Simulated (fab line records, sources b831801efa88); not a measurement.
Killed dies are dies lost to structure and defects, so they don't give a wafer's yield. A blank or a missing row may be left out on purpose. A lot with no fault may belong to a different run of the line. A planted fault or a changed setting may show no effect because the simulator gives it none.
Problem report, 8D (eight disciplines) form, completed by code    flow gf180mcu    the parts of the form that need people (team, actions taken, sign-off) are left out

## 1. THE PROBLEM
VT_IMPLANT_4_TW at GF_VT_IMPLANT_TW_MEAS_43 reads a mean of 642 on 1 wafer of 1 lot; wafers without a fault read 693 with a standard deviation of 6.2. Relative to the usual mean, that is a shift of -8.2 standard deviations.
Seen first at day 13 07:26 on filmMetro-01, wafer L837.1. The record has a number at this step for 36 wafers belonging to 12 lots. Rule for "out", or "out of limits": more than 4 standard deviations from the usual mean. Any other wafer with a number is counted as sound.

## 2. WHAT IT IS AND WHAT IT IS NOT
question                     is                 is not
which readings at this step  VT_IMPLANT_4_TW    -
which lots                   L837               L820, L821, L823, L824, L825, L826, L827, L828, L830, L831, L833
which wafers of those lots   L837.1             L837.2, L837.3
read on which gauges         filmMetro-01       filmMetro-03
when                         from day 13 07:26  up to then (35 sound wafers)

## 3. SUSPECTS, AND WHAT RULES EACH OUT
Counting: any tool at a process step up to the reading remains a suspect provided it ran every lot that is out. Sound lots after the first of them don't rule it out here, since some wafers of a struck lot are sound.
- the gauge at GF_VT_IMPLANT_TW_MEAS_43: kept. All the wafers that are out were read on filmMetro-01, and no step on other tools shows them out.
- plasmaAsher-04 at GF_VT_IMPLANT_STRIP_09 (strips in O2/N2): kept. It processed L837, the lot that is out, at day 10 21:00, and its most recent sound lot before then was L820 at day 6 08:35.
- implanter-02 at GF_VT_IMPLANT_IMPLANT_41: kept. It processed L837, the lot that is out, at day 13 07:11, and its most recent sound lot before then was L833 at day 12 03:37.
- At GF_VT_IMPLANT_STRIP_09 on plasmaAsher-04, chamber 0 took the sound wafers of the same lots and chamber 1 took the wafers that are out.
The count leaves plasmaAsher-04 at GF_VT_IMPLANT_STRIP_09, implanter-02 at GF_VT_IMPLANT_IMPLANT_41, and filmMetro-01 at GF_VT_IMPLANT_TW_MEAS_43.

## 4. THE CAUSE (what the simulator had put in)
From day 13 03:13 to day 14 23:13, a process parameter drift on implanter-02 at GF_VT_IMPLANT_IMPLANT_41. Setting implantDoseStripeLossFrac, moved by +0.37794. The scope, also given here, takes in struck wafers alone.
3 suspects survive the count, and this tool is in that group.

## 5. THE CHAIN OF EFFECTS, in route order
Each row: a reading where the mean over the struck wafers with a number is more than 3 standard deviations away from the usual. Only readings for which the record gives a usual standard deviation are gone through. hours: the time from each lot's start at the first step in this table that gives one to its start at this step, as a median over the lots. sigmas: the change in usual standard deviations.
hours  step                      reading          usual  on struck wafers  change  sigmas
0      GF_VT_IMPLANT_TW_MEAS_43  VT_IMPLANT_4_TW  693    642               -51     -8.2

## 6. HOW IT WOULD HAVE BEEN CAUGHT EARLIER
4 hours passed between the start of the fault at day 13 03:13 and the first reading out of limits at a measuring or inspecting step in this record, taken at day 13 07:26.
Tool readings at GF_VT_IMPLANT_IMPLANT_41 with a usual standard deviation given in the record: none out on any struck wafer, hence no alarm at a limit of 4 standard deviations on them.
Each of the lots that are out, 1 in all, had begun GF_VT_IMPLANT_IMPLANT_41 on implanter-02 no later than day 13 07:26. A hold on the tool at that time would have spared none of them.
